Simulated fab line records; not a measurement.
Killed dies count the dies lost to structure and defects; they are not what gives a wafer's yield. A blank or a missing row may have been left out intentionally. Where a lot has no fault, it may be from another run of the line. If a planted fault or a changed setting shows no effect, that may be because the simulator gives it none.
fab line records	flow sky130
record: lots: 12	wafers: 36	last-day: 50
route steps=708 shown METAL3@567 METAL5@664 PASSIVATION@684 PAD_OPEN@708
lots with no fault: from the same line, run without faults
start-h: start of the lot's first displayed wafer, in hours after the record's first day	wait-h: how many hours have passed since the lot's step before this one	" the same as in the row above	L1.1+2: a single row standing in for several wafers	- value missing, or start not given	* or withheld: withheld	< > ~ a bound
route shown NAME@n: NAME is a module with steps in the file, n the number in the route of the first one	usual: the fault-free wafers' mean and standard deviation	same: alike in all rows	chamber/n: place in a boat	sites: per-site readings	_std_site: their standard deviation	_edge_site: inner sites' mean taken away from outer sites' mean	radius-mm: how far each site lies from the wafer's centre	mask NAME#n: copy n	behind: tool/chamber where the wafer was last shaped	hold: reason for holding the lot/hours on hold/outcome of the hold	device: the transistor (n, p or np) that didn't switch	end of line: tests of these same wafers at the route's end	for a step that has no rows: nothing shown but its recipe	killed: dies that structure and defects cost at the first sort, which is not the same as the wafer's yield	map: per-die view of a wafer (x killed, . not killed, _ where there is no die)
set.NAME: the setting as run; set.NAME@STEP: as run at that earlier step	model.NAME: the simulator's own value behind a step, which no gauge read
a sample of lots followed through the steps of the route, with each step as a table and each wafer as a row
services: from which hour (start-h, from the record's first day; less than 0 if before it) a tool's chamber was out of use, for how many hours, and why
== steps ==
step: SKY_METAL3_ETCH_17
recipe: target: SiO2	stop-on: TiN	chemistry: C4F8/O2/Ar	source-w: 1500	bias-w: 1200	pressure-mtorr: 40	c4f8-flow-sccm: withheld	O2_flow_sccm: 6	Ar_flow_sccm: 300	time-s: 3.9	target-depth-a: 150
usual: oes-product-au: 0.754/0.007
lot.wafer	tool	chamber	start-h	wait-h	oes-product-au	rf-hours-counter-h
L247.1	rie-diel-01	3	917.66	0.1	0.758	16
L247.3	"	1	"	"	0.761	16
L247.5	"	3	"	"	0.771	-
L248.1	rie-diel-03	2	918.14	0.2	0.752	12
L248.3	"	3	"	"	0.750	9
L248.5	"	3	"	"	0.753	-
L255.2	rie-diel-01	2	958.01	0.1	0.743	11
L255.3	"	0	"	"	0.755	19
L255.4	"	1	"	"	0.766	17
L253.3	rie-diel-01	3	959.16	0.0	0.752	17
L253.5	"	3	"	"	0.749	-
L253.6	"	0	"	"	0.761	-
L254.1	rie-diel-04	3	961.96	0.1	0.742	13
L254.3	"	2	"	"	0.749	15
L254.4	"	0	"	"	0.770	11
L259.2	rie-diel-03	2	983.72	0.1	0.747	14
L259.3	"	0	"	"	0.756	6
L259.5	"	1	"	"	0.767	-
L260.1	rie-diel-04	1	989.81	0.1	0.752	5
L260.2	"	2	"	"	0.760	16
L260.4	"	0	"	"	0.764	12
L264.3	rie-diel-03	0	1024.93	0.0	0.757	7
L264.5	"	1	"	"	0.764	-
L264.6	"	2	"	"	0.762	-
L263.1	rie-diel-04	0	1025.16	0.1	0.751	12
L263.3	"	2	"	"	0.738	17
L263.6	"	1	"	"	0.746	-
L265.2	rie-diel-01	3	1025.51	0.1	0.755	20
L265.3	"	1	"	"	0.746	19
L265.6	"	3	"	"	0.764	-
L266.2	rie-diel-03	1	1033.96	0.1	0.749	15
L266.4	"	0	"	"	0.748	7
L266.6	"	1	"	"	0.750	-
L269.1	rie-diel-03	2	1054.06	0.1	0.758	16
L269.5	"	3	"	"	0.759	-
L269.6	"	2	"	"	0.763	-
step: SKY_METAL5_SPUTTER_03
recipe: material: Ti	target-thk-nm: 5	power-w: 3000	time-s: 3.3	chamber-pressure-pa: 0.4
usual: throttle-valve-pct: 30.4/0.97
lot.wafer	tool	chamber	start-h	wait-h	throttle-valve-pct
L247.1	pvd-sputter-03	-	1019.62	0.0	32.0
L247.3	"	-	"	"	31.3
L247.5	"	-	"	"	31.6
L248.1	pvd-sputter-01	-	1020.52	0.0	30.4
L248.3	"	-	"	"	28.1
L248.5	"	-	"	"	27.9
L255.2	pvd-sputter-04	-	1056.62	0.0	29.8
L255.3	"	-	"	"	29.0
L255.4	"	-	"	"	31.0
L253.3	pvd-sputter-03	-	1058.18	0.0	31.7
L253.5	"	-	"	"	31.8
L253.6	"	-	"	"	30.4
L254.1	pvd-sputter-04	-	1059.28	0.0	31.0
L254.3	"	-	"	"	28.8
L254.4	"	-	"	"	30.1
L259.2	pvd-sputter-03	-	1079.18	0.0	31.8
L259.3	"	-	"	"	31.2
L259.5	"	-	"	"	31.7
L260.1	pvd-sputter-04	-	1084.81	0.0	31.2
L260.2	"	-	"	"	29.0
L260.4	"	-	"	"	30.6
L264.3	pvd-sputter-04	-	1118.11	0.0	29.9
L264.5	"	-	"	"	31.1
L264.6	"	-	"	"	28.9
L263.1	pvd-sputter-03	-	1118.39	0.0	30.5
L263.3	"	-	"	"	31.9
L263.6	"	-	"	"	30.2
L265.2	pvd-sputter-04	-	1118.41	0.0	29.9
L265.3	"	-	"	"	31.3
L265.6	"	-	"	"	29.2
L266.2	pvd-sputter-03	-	1126.46	0.0	30.3
L266.4	"	-	"	"	31.8
L266.6	"	-	"	"	30.2
L269.1	pvd-sputter-04	-	1143.07	0.0	30.9
L269.5	"	-	"	"	29.3
L269.6	"	-	"	"	30.9
step: SKY_PASSIVATION_THK_MEAS_03
recipe: reads: Si3N4_of_PASSIVATION_CVD_02
usual: PASSIVATION_CVD_02_THK: 541/6.8
lot.wafer	tool	chamber	start-h	wait-h	PASSIVATION_CVD_02_THK[nm]
L247.1	film-metro-04	-	1043.00	-	547
L247.3	"	-	"	"	546
L247.5	"	-	"	"	553
L248.1	film-metro-04	-	1044.09	-	544
L248.3	"	-	"	"	552
L248.5	"	-	"	"	564
L255.2	film-metro-04	-	1078.51	-	535
L255.3	"	-	"	"	541
L255.4	"	-	"	"	542
L253.3	film-metro-02	-	1079.88	-	541
L253.5	"	-	"	"	548
L253.6	"	-	"	"	551
L254.1	film-metro-02	-	1081.24	-	538
L254.3	"	-	"	"	530
L254.4	"	-	"	"	541
L259.2	film-metro-02	-	1100.80	-	538
L259.3	"	-	"	"	541
L259.5	"	-	"	"	546
L260.1	film-metro-04	-	1106.87	-	535
L260.2	"	-	"	"	529
L260.4	"	-	"	"	537
L264.3	film-metro-02	-	1138.47	-	533
L264.5	"	-	"	"	546
L264.6	"	-	"	"	547
L265.2	film-metro-04	-	1138.65	-	537
L265.3	"	-	"	"	540
L265.6	"	-	"	"	548
L263.1	film-metro-02	-	1138.93	-	539
L263.3	"	-	"	"	539
L263.6	"	-	"	"	541
L266.2	film-metro-04	-	1146.01	-	526
L266.4	"	-	"	"	534
L266.6	"	-	"	"	538
L269.1	film-metro-01	-	1162.16	-	537
L269.5	"	-	"	"	547
L269.6	"	-	"	"	545
step: SKY_PASSIVATION_STRIP_12
recipe: chemistry: O2/N2	power-w: 1400	pressure-mtorr: 1500	platen-temp-c: withheld	overash-fraction: 0.7	o2-flow-sccm: 3000	n2-flow-sccm: 300
usual: drypump-motor-current-A: 5.7/0.31	oes-product-au: 0.661/0.0046	strip-time-to-endpoint-s: 31.56/0.12
lot.wafer	tool	chamber	start-h	wait-h	drypump-motor-current-A	oes-product-au	rf-hours-counter-h	strip-time-to-endpoint-s
L247.1	plasma-asher-01	0	1064.28	0.1	5.7	0.666	0	31.79
L247.3	"	1	"	"	5.1	0.656	-	31.63
L247.5	"	0	"	"	5.7	0.660	-	31.72
L248.1	plasma-asher-04	0	1064.69	0.1	5.8	0.655	32	31.47
L248.3	"	0	"	"	5.8	0.665	-	31.59
L248.5	"	0	"	"	5.8	0.666	-	31.41
L255.2	plasma-asher-01	1	1099.27	0.1	5.1	0.659	3	31.40
L255.3	"	1	"	"	5.1	0.661	-	31.63
L255.4	"	0	"	"	5.7	0.668	-	31.55
L253.3	plasma-asher-01	1	1100.81	0.1	5.1	0.658	-	31.38
L253.5	"	1	"	"	5.1	0.671	-	31.56
L253.6	"	0	"	"	5.7	0.663	-	31.48
L254.1	plasma-asher-01	1	1101.98	0.1	5.1	0.665	4	31.75
L254.3	"	1	"	"	5.1	0.660	-	31.60
L254.4	"	0	"	"	5.7	0.659	-	31.67
L259.2	plasma-asher-02	0	1121.58	0.1	5.5	0.659	96	31.62
L259.3	"	0	"	"	5.6	0.662	-	31.60
L259.5	"	1	"	"	5.8	0.664	-	31.64
L260.1	plasma-asher-04	0	1126.72	0.1	5.8	0.666	38	31.64
L260.2	"	1	"	"	6.2	0.653	38	31.61
L260.4	"	0	"	"	5.8	0.669	-	31.51
L264.3	plasma-asher-01	1	1155.96	0.1	5.1	0.658	-	31.30
L264.5	"	1	"	"	5.1	0.667	-	31.28
L264.6	"	0	"	"	5.7	0.663	-	31.32
L265.2	plasma-asher-04	1	1156.28	0.1	6.1	0.652	41	31.42
L265.3	"	1	"	"	6.1	0.660	-	31.46
L265.6	"	1	"	"	6.1	0.665	-	31.54
L263.1	plasma-asher-02	1	1156.59	0.1	5.8	0.661	99	31.72
L263.3	"	0	"	"	5.5	0.666	-	31.74
L263.6	"	1	"	"	5.8	0.657	-	31.58
L266.2	plasma-asher-04	0	1163.12	0.1	5.8	0.662	41	31.46
L266.4	"	0	"	"	5.8	0.658	-	31.52
L266.6	"	1	"	"	6.1	0.658	-	31.59
L269.1	plasma-asher-04	1	1179.68	0.1	6.1	0.660	43	31.51
L269.5	"	0	"	"	5.8	0.660	-	31.44
L269.6	"	1	"	"	6.2	0.661	-	31.40
step: SKY_PAD_OPEN_PROBE_99
usual: defect-limited-yield: 82.3/1.9	killed_at_M0_to_M3: 44/7.3	killed_at_M4_up: 3.4/1.7	killed-at-contacts: 24/5.3	killed-at-front-end: 15/4.1	killed-at-other: 0.4/0.68	killed-dies: 87/9.5	killed-open: 48/7.1	killed-short: 39/5.8	sort_bin_3_pad_short: 0.8/0.39	sort_bin_5_function: 10.4/1.4	sort_bin_6_memory: 6.5/1.1	sort-n-pass: 405/9.5	sort-yield-pct: 82.3/1.9
same: gross-dies: 492	killed-at-back-side: 0	sort_bin_4_leakage[%]: 0	sort_bin_8_speed[%]: 0
lot.wafer	tool	chamber	start-h	wait-h	defect-limited-yield[%]	killed_at_M0_to_M3	killed_at_M4_up	killed-at-contacts	killed-at-front-end	killed-at-other	killed-dies	killed-open	killed-short	sort_bin_3_pad_short[%]	sort_bin_5_function[%]	sort_bin_6_memory[%]	sort-n-pass	sort-yield-pct[%]
L247.1	prober-02	-	1088.07	0.1	83.1	48	2	23	10	0	83	45	38	0.2	9.1	7.5	409	83.1
L247.3	prober-02	-	1088.17	0.2	79.7	59	3	26	12	0	100	59	41	0.6	11.8	7.9	392	79.7
L247.5	prober-02	-	1088.27	0.2	82.3	40	3	25	19	0	87	48	39	1.6	10.4	5.7	405	82.3
L248.1	prober-01	-	1088.90	0.1	81.9	45	2	22	20	0	89	48	39	1.0	10.4	6.7	403	81.9
L248.3	prober-01	-	1089.00	0.2	81.7	49	3	25	13	0	90	47	42	0.8	10.4	7.1	402	81.7
L248.5	prober-01	-	1089.10	0.2	81.9	47	2	28	12	0	89	55	32	1.0	11.0	6.1	403	81.9
L255.2	prober-02	-	1122.45	0.1	74.6	78	3	24	20	0	125	43	39	2.2	15.0	8.1	367	74.6
L255.3	prober-02	-	1122.50	0.2	76.4	78	1	27	10	0	116	50	34	2.8	14.0	6.7	376	76.4
L255.4	prober-02	-	1122.55	0.2	78.0	70	6	22	9	1	108	38	36	2.0	14.2	5.7	384	78.0
L253.3	prober-01	-	1123.94	0.2	77.2	71	2	22	13	4	112	37	29	1.4	15.9	5.5	380	77.2
L253.5	prober-01	-	1124.04	0.2	74.4	94	4	15	12	1	126	42	37	1.8	16.7	7.1	366	74.4
L253.6	prober-01	-	1124.09	0.2	77.2	72	3	17	20	0	112	41	39	1.8	14.0	6.9	380	77.2
L254.1	prober-02	-	1125.34	0.1	82.9	45	0	20	18	1	84	50	34	1.0	10.2	5.9	408	82.9
L254.3	prober-02	-	1125.44	0.2	80.9	51	5	20	18	0	94	53	41	1.2	11.2	6.7	398	80.9
L254.4	prober-02	-	1125.49	0.2	83.9	45	4	22	8	0	79	51	28	0.8	9.8	5.5	413	83.9
L259.3	prober-01	-	1142.84	0.2	80.3	51	4	28	14	0	97	52	45	1.8	10.4	7.5	395	80.3
L259.5	prober-01	-	1142.94	0.2	80.9	50	2	26	15	1	94	53	39	0.4	9.8	8.9	398	80.9
L260.1	prober-01	-	1147.59	0.1	82.1	41	2	32	13	0	88	48	40	0.6	10.4	6.9	404	82.1
L260.2	prober-01	-	1147.64	0.1	83.1	35	6	30	12	0	83	37	46	1.0	10.2	5.7	409	83.1
L260.4	prober-01	-	1147.74	0.2	81.3	48	3	22	19	0	92	44	47	0.8	11.4	6.5	400	81.3
L264.3	prober-02	-	1175.94	0.2	82.7	37	5	23	20	0	85	42	42	1.4	9.6	6.3	407	82.7
L264.5	prober-02	-	1176.04	0.2	81.1	47	6	28	10	2	93	47	46	0.6	11.6	6.7	399	81.1
L264.6	prober-02	-	1176.09	0.2	84.1	43	3	18	13	1	78	44	34	0.6	10.0	5.3	414	84.1
L265.2	prober-01	-	1176.69	0.1	80.3	47	4	26	20	0	97	49	47	1.2	11.6	6.9	395	80.3
L265.3	prober-01	-	1176.74	0.2	81.1	53	7	22	11	0	93	52	41	0.6	12.4	5.9	399	81.1
L265.6	prober-01	-	1176.89	0.2	82.5	40	2	31	13	0	86	43	43	0.6	9.1	7.7	406	82.5
L263.1	prober-02	-	1177.34	0.1	85.0	38	1	23	12	0	74	40	34	1.0	7.5	6.5	418	85.0
L263.3	prober-02	-	1177.44	0.2	85.2	37	3	15	18	0	73	38	34	0.6	8.9	5.3	419	85.2
L263.6	prober-02	-	1177.59	0.2	79.9	43	3	29	24	0	99	59	39	1.6	10.4	8.1	393	79.9
L266.2	prober-01	-	1182.70	0.1	81.7	49	5	21	15	0	90	50	39	0.8	11.2	6.3	402	81.7
L266.4	prober-01	-	1182.80	0.2	82.5	42	6	25	13	0	86	43	43	0.4	11.4	5.7	406	82.5
L266.6	prober-01	-	1182.90	0.2	83.1	41	1	27	13	1	83	50	32	1.2	8.9	6.7	409	83.1
L269.1	prober-02	-	1197.30	0.1	85.2	40	3	21	7	2	73	39	34	0.2	8.5	6.1	419	85.2
L269.5	prober-02	-	1197.50	0.2	83.9	39	3	29	7	1	79	35	44	0.8	9.3	5.9	413	83.9
L269.6	prober-02	-	1197.55	0.2	79.7	50	1	36	13	0	100	51	49	1.0	12.0	7.3	392	79.7
killed by level:class
L247.1 VIA3:geometric-particle:open=10 VIA1:geometric-particle:open=9 CONTACT:geometric-particle:open=8 VIA2:geometric-particle:open=8 FIELD_ISO:geometric-particle:short=6 LI_CONTACT:geometric-particle:open=5 VIA1:geometric-particle:short=5 VIA2:geometric-particle:short=5
L247.3 VIA1:geometric-particle:open=15 VIA3:geometric-particle:open=10 LI_CONTACT:geometric-particle:open=8 VIA2:geometric-particle:open=7 CONTACT:geometric-particle:short=6 METAL2:geometric-particle:short=6 CONTACT:geometric-particle:open=5 METAL1:geometric-particle:short=5
L247.5 CONTACT:geometric-particle:open=11 VIA3:geometric-particle:open=8 METAL2:geometric-particle:short=7 FIELD_ISO:geometric-particle:short=6 VIA1:geometric-particle:open=6 LI_CONTACT:geometric-particle:open=5 CONTACT:geometric-particle:short=5 METAL1:geometric-particle:short=5
L248.1 VIA1:geometric-particle:open=12 VIA3:geometric-particle:open=9 CONTACT:geometric-particle:open=8 VIA2:geometric-particle:open=8 FIELD_ISO:geometric-particle:short=7 METAL1:geometric-particle:short=7 POLY_GATE:geometric-particle:short=5 LI_CONTACT:geometric-particle:open=5
L248.3 VIA1:geometric-particle:open=10 VIA3:geometric-particle:open=9 CONTACT:geometric-particle:open=8 VIA2:geometric-particle:open=6 LI_CONTACT:geometric-particle:open=5 LOCAL_INTERCONNECT:geometric-particle:short=5 CONTACT:geometric-particle:short=5 METAL2:geometric-particle:short=5
L248.5 CONTACT:geometric-particle:open=15 VIA2:geometric-particle:open=10 VIA3:geometric-particle:open=9 VIA1:geometric-particle:open=8 LI_CONTACT:geometric-particle:open=5 METAL3:geometric-particle:short=5 CONTACT:geometric-particle:short=4 METAL2:geometric-particle:short=4
L255.2 METAL3:unspecified=43 FIELD_ISO:geometric-particle:short=8 CONTACT:geometric-particle:open=8 METAL2:geometric-particle:short=6 VIA3:geometric-particle:open=6 POLY_GATE:geometric-particle:open=5 LOCAL_INTERCONNECT:geometric-particle:short=5 VIA1:geometric-particle:open=5
L255.3 METAL3:unspecified=32 VIA3:geometric-particle:open=11 LI_CONTACT:geometric-particle:open=10 VIA1:geometric-particle:open=7 CONTACT:geometric-particle:open=7 METAL2:geometric-particle:short=5 CONTACT:geometric-particle:short=5 VIA2:geometric-particle:open=5
L255.4 METAL3:unspecified=34 CONTACT:geometric-particle:open=9 VIA1:geometric-particle:open=7 VIA3:geometric-particle:open=7 METAL4:geometric-particle:short=6 CONTACT:geometric-particle:short=6 VIA2:geometric-particle:open=6 LOCAL_INTERCONNECT:geometric-particle:short=4
L253.3 METAL3:unspecified=42 CONTACT:geometric-particle:open=11 VIA1:geometric-particle:open=8 VIA2:geometric-particle:open=7 FIELD_ISO:geometric-particle:short=4 LI_CONTACT:geometric-particle:open=4 PASSIVATION:coat-microbubble-printed=4 CONTACT:geometric-particle:short=3
L253.5 METAL3:unspecified=45 VIA1:geometric-particle:open=10 VIA1:geometric-particle:short=8 METAL1:geometric-particle:short=8 METAL2:geometric-particle:short=7 VIA2:geometric-particle:open=7 LI_CONTACT:geometric-particle:open=6 CONTACT:geometric-particle:open=5
L253.6 METAL3:unspecified=32 VIA1:geometric-particle:open=9 POLY_GATE:geometric-particle:short=6 VIA1:geometric-particle:short=6 LI_CONTACT:geometric-particle:open=5 CONTACT:geometric-particle:short=5 METAL1:geometric-particle:short=5 VIA3:geometric-particle:open=5
L254.1 LI_CONTACT:geometric-particle:open=10 VIA3:geometric-particle:open=10 VIA2:geometric-particle:open=8 VIA1:geometric-particle:open=6 METAL3:geometric-particle:short=5 FIELD_ISO:geometric-particle:open=4 POLY_GATE:geometric-particle:open=4 CONTACT:geometric-particle:open=4
L254.3 VIA1:geometric-particle:open=11 LI_CONTACT:geometric-particle:open=7 CONTACT:geometric-particle:open=6 METAL1:geometric-particle:short=6 VIA3:geometric-particle:short=6 VIA3:geometric-particle:open=6 POLY_GATE:geometric-particle:open=5 POLY_GATE:geometric-particle:short=5
L254.4 VIA1:geometric-particle:open=13 CONTACT:geometric-particle:open=10 VIA3:geometric-particle:open=7 LI_CONTACT:geometric-particle:open=6 VIA2:geometric-particle:open=4 VIA3:geometric-particle:short=4 METAL1:geometric-particle:open=3 VIA1:geometric-particle:short=3
L259.3 VIA1:geometric-particle:open=10 CONTACT:geometric-particle:open=9 VIA1:geometric-particle:short=9 VIA2:geometric-particle:open=7 LI_CONTACT:geometric-particle:open=7 FIELD_ISO:geometric-particle:short=6 METAL2:geometric-particle:short=6 LI_CONTACT:geometric-particle:short=5
L259.5 CONTACT:geometric-particle:open=10 METAL1:geometric-particle:short=10 VIA1:geometric-particle:open=10 LI_CONTACT:geometric-particle:open=8 VIA2:geometric-particle:open=7 VIA3:geometric-particle:open=6 METAL2:geometric-particle:short=5 FIELD_ISO:geometric-particle:short=4
L260.1 LI_CONTACT:geometric-particle:open=11 VIA3:geometric-particle:open=8 LI_CONTACT:geometric-particle:short=7 CONTACT:geometric-particle:open=7 METAL1:geometric-particle:short=7 VIA1:geometric-particle:open=5 VIA3:geometric-particle:short=5 FIELD_ISO:geometric-particle:short=4
L260.2 LI_CONTACT:geometric-particle:open=9 METAL1:geometric-particle:short=7 LI_CONTACT:geometric-particle:short=6 CONTACT:geometric-particle:open=6 VIA1:geometric-particle:open=6 METAL4:geometric-particle:short=6 VIA1:geometric-particle:short=5 FIELD_ISO:geometric-particle:short=4
L260.4 VIA2:geometric-particle:open=13 METAL1:geometric-particle:short=9 VIA1:geometric-particle:open=9 FIELD_ISO:geometric-particle:short=7 CONTACT:geometric-particle:short=7 CONTACT:geometric-particle:open=6 LI_CONTACT:geometric-particle:open=5 VIA3:geometric-particle:open=5
L264.3 VIA1:geometric-particle:open=11 LI_CONTACT:geometric-particle:open=8 VIA2:geometric-particle:open=6 CONTACT:geometric-particle:open=5 METAL2:geometric-particle:short=5 FIELD_ISO:geometric-particle:short=4 POLY_GATE:geometric-particle:open=4 POLY_GATE:geometric-particle:short=4
L264.5 CONTACT:geometric-particle:open=10 VIA1:geometric-particle:open=9 METAL2:geometric-particle:short=9 LI_CONTACT:geometric-particle:open=8 VIA1:geometric-particle:short=8 FIELD_ISO:geometric-particle:open=6 CONTACT:geometric-particle:short=6 METAL4:geometric-particle:short=6
L264.6 VIA1:geometric-particle:open=9 METAL1:geometric-particle:short=6 VIA2:geometric-particle:open=6 VIA3:geometric-particle:open=6 LI_CONTACT:geometric-particle:open=5 CONTACT:geometric-particle:short=5 METAL2:geometric-particle:short=5 POLY_GATE:geometric-particle:short=4
L265.2 VIA1:geometric-particle:open=11 CONTACT:geometric-particle:open=9 VIA2:geometric-particle:open=7 VIA1:geometric-particle:short=7 POLY_GATE:geometric-particle:open=6 METAL1:geometric-particle:short=6 LI_CONTACT:geometric-particle:short=5 METAL2:geometric-particle:short=5
L265.3 VIA1:geometric-particle:open=10 VIA3:geometric-particle:open=9 VIA2:geometric-particle:open=9 CONTACT:geometric-particle:open=8 METAL1:geometric-particle:short=8 VIA2:geometric-particle:short=5 CONTACT:geometric-particle:short=4 METAL3:geometric-particle:short=4
L265.6 CONTACT:geometric-particle:open=12 VIA2:geometric-particle:open=10 VIA1:geometric-particle:open=8 CONTACT:geometric-particle:short=7 LOCAL_INTERCONNECT:geometric-particle:short=5 METAL2:geometric-particle:short=5 FIELD_ISO:geometric-particle:short=4 VIA1:geometric-particle:short=4
L263.1 VIA1:geometric-particle:open=8 METAL1:geometric-particle:short=7 CONTACT:geometric-particle:open=7 FIELD_ISO:geometric-particle:short=6 LI_CONTACT:geometric-particle:open=6 VIA2:geometric-particle:open=6 FIELD_ISO:geometric-particle:open=3 POLY_GATE:geometric-particle:open=3
L263.3 VIA1:geometric-particle:open=7 VIA3:geometric-particle:open=7 LI_CONTACT:geometric-particle:open=6 VIA2:geometric-particle:short=6 FIELD_ISO:geometric-particle:short=5 CONTACT:geometric-particle:open=5 FIELD_ISO:geometric-particle:open=4 METAL1:geometric-particle:short=4
L263.6 LI_CONTACT:geometric-particle:open=12 VIA1:geometric-particle:open=11 VIA2:geometric-particle:open=10 POLY_GATE:geometric-particle:open=8 CONTACT:geometric-particle:short=7 FIELD_ISO:geometric-particle:open=5 METAL2:geometric-particle:open=5 METAL3:geometric-particle:short=5
L266.2 VIA1:geometric-particle:open=12 VIA3:geometric-particle:open=8 CONTACT:geometric-particle:open=7 METAL1:geometric-particle:short=7 LOCAL_INTERCONNECT:geometric-particle:short=6 FIELD_ISO:geometric-particle:open=5 VIA2:geometric-particle:open=5 LI_CONTACT:geometric-particle:open=5
L266.4 VIA1:geometric-particle:open=13 VIA1:geometric-particle:short=9 CONTACT:geometric-particle:open=7 FIELD_ISO:geometric-particle:open=6 LI_CONTACT:geometric-particle:open=6 METAL2:geometric-particle:short=5 CONTACT:geometric-particle:short=5 METAL4:geometric-particle:short=5
L266.6 VIA1:geometric-particle:open=14 CONTACT:geometric-particle:open=10 METAL2:geometric-particle:short=7 LI_CONTACT:geometric-particle:open=7 CONTACT:geometric-particle:short=5 VIA3:geometric-particle:open=5 FIELD_ISO:geometric-particle:open=4 LI_CONTACT:geometric-particle:short=4
L269.1 VIA1:geometric-particle:open=10 CONTACT:geometric-particle:open=9 VIA1:geometric-particle:short=6 METAL1:geometric-particle:short=5 VIA3:geometric-particle:open=5 LI_CONTACT:geometric-particle:open=4 VIA2:geometric-particle:open=4 LOCAL_INTERCONNECT:geometric-particle:short=3
L269.5 LI_CONTACT:geometric-particle:open=7 CONTACT:geometric-particle:short=6 CONTACT:geometric-particle:open=6 METAL1:geometric-particle:short=6 METAL3:geometric-particle:short=6 VIA1:geometric-particle:open=6 VIA2:geometric-particle:open=5 LI_CONTACT:geometric-particle:short=4
L269.6 CONTACT:geometric-particle:open=16 LI_CONTACT:geometric-particle:open=9 METAL2:geometric-particle:short=8 VIA1:geometric-particle:open=8 VIA3:geometric-particle:open=7 VIA1:geometric-particle:short=7 CONTACT:geometric-particle:short=6 METAL1:geometric-particle:short=6
== services ==
tool	chamber	start-h	hours	kind
rie-diel-03	3	901.98	11.4	repair
rie-diel-01	0	910.04	1.5	repair
plasma-asher-01	-	920.06	14.1	repair
rie-diel-03	-	955.67	0.3	repair
rie-diel-01	2	960.37	3.7	repair
rie-diel-03	0	969.00	10.6	repair
plasma-asher-04	-	969.85	1.0	repair
rie-diel-03	-	972.73	0.4	repair
plasma-asher-01	-	976.12	1.5	repair
rie-diel-01	1	981.52	7.1	repair
plasma-asher-01	-	994.93	2.8	pm
pvd-sputter-04	-	1008.90	15.0	repair
plasma-asher-04	-	1026.20	0.4	repair
plasma-asher-04	-	1049.22	11.5	repair
rie-diel-01	-	1051.56	2.8	pm
rie-diel-03	-	1054.29	0.5	repair
plasma-asher-01	-	1055.25	9.0	pm
rie-diel-01	-	1075.56	0.3	repair
rie-diel-03	2	1084.64	11.3	repair
rie-diel-01	3	1100.10	6.0	repair
plasma-asher-01	-	1107.63	1.3	repair
plasma-asher-01	-	1108.30	2.6	repair
rie-diel-01	0	1139.92	8.8	repair
pvd-sputter-04	-	1174.49	4.8	repair
== key ==
first-sign: step: SKY_PAD_OPEN_PROBE_99	reading: killed_at_M0_to_M3	direction: up	sigmas: 4.5	usual: 44	struck: 77
effect: step: SKY_PAD_OPEN_PROBE_99	reading: sort_bin_5_function	direction: up	sigmas: 3.3	usual: 10.4	struck: 15.0
met-at SKY_METAL3_ETCH_17
struck-lots L253,L255
not-acting-at SKY_METAL5_SPUTTER_03,SKY_PASSIVATION_THK_MEAS_03,SKY_PASSIVATION_STRIP_12
onset-between 917.66 958.01
fault: kind: chamber-particle-source	tool: rie-diel-01	chamber: -	onset-h: 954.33	steps: SKY_METAL3_ETCH_17	rate-per-visit-cm2: 0.41342	end-h: 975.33
